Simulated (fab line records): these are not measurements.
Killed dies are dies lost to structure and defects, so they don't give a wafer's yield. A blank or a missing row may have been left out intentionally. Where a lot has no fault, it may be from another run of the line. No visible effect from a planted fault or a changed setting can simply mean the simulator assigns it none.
Check for tools in common ; flow sky130 ; Lots sampled 13, wafers sampled 39

WHY IT WAS OPENED
1 of 13 lots carry a flag on the reading VT_ADJUST_NCORE_TW at SKY_VT_ADJUST_NCORE_TW_MEAS_11. No-fault wafers: 220.7, standard deviation 1.4.
Rule: a lot is flagged when every wafer of it that has a number lies more than 4 standard deviations from that mean, or none has a number. As for the other lots, they are considered sound.

lot;measured;on;VT_ADJUST_NCORE_TW, wafer by wafer;flag
L610;day 8 18:31;film-metro-03;220.3 219.9 218.8;
L611;day 9 04:49;film-metro-01;220.8 221.0 220.9;
L612;day 9 14:18;film-metro-03;218.1 218.1 218.0;
L613;day 9 20:21;film-metro-01;220.3 220.7 220.8;
L616;day 10 14:06;film-metro-01;30.3 30.4 30.4;FLAGGED
L624;day 12 17:05;film-metro-03;219.4 219.7 220.0;
L625;day 13 01:27;film-metro-01;222.5 222.0 221.8;
L627;day 13 20:03;film-metro-01;222.3 222.3 223.5;
L628;day 13 20:43;film-metro-02;221.8 221.6 222.0;
L629;day 14 06:08;film-metro-01;220.6 222.8 223.7;
L631;day 14 21:34;film-metro-01;222.9 221.4 221.9;
L632;day 15 02:42;film-metro-02;221.1 219.3 219.8;
L633;day 15 09:29;film-metro-01;222.5 222.3 220.4;
On average the flagged lots read 30.4, which is -190.3 against the usual, or -99 or more standard deviations.

WHICH TOOL RAN EACH LOT
3 process steps preceding the reading are held in the record, out of 708 steps in the route. Read each cell as the tool, then ch plus the chambers that the sampled wafers visited, then the start.
lot;flag;SKY_VT_ADJUST_HVTP_STRIP_10;SKY_VT_ADJUST_LVTN_STRIP_20;SKY_VT_ADJUST_NCORE_STRIP_10
L610;;plasma-asher-04 ch 0,1, day 6 04:04;plasma-asher-02 ch 0,1, day 7 20:59;plasma-asher-02 ch 0,1, day 8 18:24
L611;;plasma-asher-01 ch 0, day 6 13:48;plasma-asher-01 ch 0, day 8 06:59;plasma-asher-02 ch 0,1, day 9 04:43
L612;;plasma-asher-03 ch 0,1, day 6 22:07;plasma-asher-01 ch 0,1, day 8 16:11;plasma-asher-04 ch 0,1, day 9 14:12
L613;;plasma-asher-04 ch 0,1, day 7 04:31;plasma-asher-02 ch 0,1, day 8 21:50;plasma-asher-03 ch 0,1, day 9 20:15
L616;FLAGGED;plasma-asher-03 ch 0,1, day 7 19:23;plasma-asher-02 ch 0,1, day 9 14:59;plasma-asher-02 ch 0,1, day 10 14:00
L624;;plasma-asher-04 ch 0,1, day 9 19:44;plasma-asher-02 ch 0,1, day 11 16:55;plasma-asher-02 ch 0,1, day 12 17:00
L625;;plasma-asher-04 ch 0,1, day 10 03:17;plasma-asher-02 ch 0, day 12 00:38;plasma-asher-02 ch 0,1, day 13 01:21
L627;;plasma-asher-03 ch 0,1, day 10 18:33;plasma-asher-01 ch 0,1, day 12 18:14;plasma-asher-02 ch 0,1, day 13 19:57
L628;;plasma-asher-03 ch 0,1, day 10 18:55;plasma-asher-02 ch 1, day 12 19:11;plasma-asher-03 ch 0,1, day 13 20:36
L629;;plasma-asher-04 ch 0,1, day 11 03:11;plasma-asher-04 ch 0,1, day 13 03:43;plasma-asher-02 ch 0,1, day 14 06:02
L631;;plasma-asher-01 ch 0,1, day 11 17:24;plasma-asher-02 ch 1, day 13 18:59;plasma-asher-03 ch 1, day 14 21:27
L632;;plasma-asher-03 ch 0,1, day 11 22:00;plasma-asher-04 ch 0,1, day 14 00:41;plasma-asher-02 ch 0,1, day 15 02:36
L633;;plasma-asher-01 ch 0,1, day 12 04:22;plasma-asher-04 ch 0,1, day 14 07:08;plasma-asher-04 ch 1, day 15 09:23
These steps, and what they do:
- SKY_VT_ADJUST_HVTP_STRIP_10: strips in O2/N2.
- SKY_VT_ADJUST_LVTN_STRIP_20: strips in O2/N2.
- SKY_VT_ADJUST_NCORE_STRIP_10: strips in O2/N2.
- SKY_VT_ADJUST_NCORE_TW_MEAS_11

FLAGGED OVER TOTAL, TOOL BY TOOL (the gauges that took the reading come last)
step;tool;lots run;flagged;share of the flagged lots;sound lots run after its first flagged lot
SKY_VT_ADJUST_HVTP_STRIP_10;plasma-asher-01;3;0;none;-
SKY_VT_ADJUST_HVTP_STRIP_10;plasma-asher-03;5;1;all;3 (L627,L628,L632)
SKY_VT_ADJUST_HVTP_STRIP_10;plasma-asher-04;5;0;none;-
SKY_VT_ADJUST_LVTN_STRIP_20;plasma-asher-01;3;0;none;-
SKY_VT_ADJUST_LVTN_STRIP_20;plasma-asher-02;7;1;all;4 (L624,L625,L628,L631)
SKY_VT_ADJUST_LVTN_STRIP_20;plasma-asher-04;3;0;none;-
SKY_VT_ADJUST_NCORE_STRIP_10;plasma-asher-02;8;1;all;5 (L624,L625,L627,L629,L632)
SKY_VT_ADJUST_NCORE_STRIP_10;plasma-asher-03;3;0;none;-
SKY_VT_ADJUST_NCORE_STRIP_10;plasma-asher-04;2;0;none;-
SKY_VT_ADJUST_NCORE_TW_MEAS_11;film-metro-01;8;1;all;5 (L625,L627,L629,L631,L633)
SKY_VT_ADJUST_NCORE_TW_MEAS_11;film-metro-02;2;0;none;-
SKY_VT_ADJUST_NCORE_TW_MEAS_11;film-metro-03;3;0;none;-

WHAT THE TABLE ALLOWS
4 rows of the table ran every flagged lot: plasma-asher-03 at SKY_VT_ADJUST_HVTP_STRIP_10, plasma-asher-02 at SKY_VT_ADJUST_LVTN_STRIP_20, plasma-asher-02 at SKY_VT_ADJUST_NCORE_STRIP_10, film-metro-01 at SKY_VT_ADJUST_NCORE_TW_MEAS_11.
- plasma-asher-03 at SKY_VT_ADJUST_HVTP_STRIP_10: 1 of its 5 lots flagged. Sound lots ran on it after the first flagged one (L627, L628, L632), which a lasting fault on the whole tool wouldn't allow.
- plasma-asher-02 at SKY_VT_ADJUST_LVTN_STRIP_20: 1 of its 7 lots flagged. Sound lots ran on it after the first flagged one (L624, L625, L628, L631), which a lasting fault on the whole tool wouldn't allow. Its own readings (oes-product-au) fall more than 4 standard deviations out on all wafers of the flagged lots.
- plasma-asher-02 at SKY_VT_ADJUST_NCORE_STRIP_10: 1 of its 8 lots flagged. Sound lots ran on it after the first flagged one (L624, L625, L627, L629, L632), which a lasting fault on the whole tool wouldn't allow. Its own readings (strip-time-to-endpoint-s) fall more than 4 standard deviations out on all wafers of the flagged lots.
- film-metro-01 at SKY_VT_ADJUST_NCORE_TW_MEAS_11: 1 of its 8 lots flagged. Sound lots ran on it after the first flagged one (L625, L627, L629, L631, L633), which a lasting fault on the whole tool wouldn't allow.
Not one row of the table ran every flagged lot while running no sound lot after the first.

WHAT WAS PUT IN BY THE SIMULATOR
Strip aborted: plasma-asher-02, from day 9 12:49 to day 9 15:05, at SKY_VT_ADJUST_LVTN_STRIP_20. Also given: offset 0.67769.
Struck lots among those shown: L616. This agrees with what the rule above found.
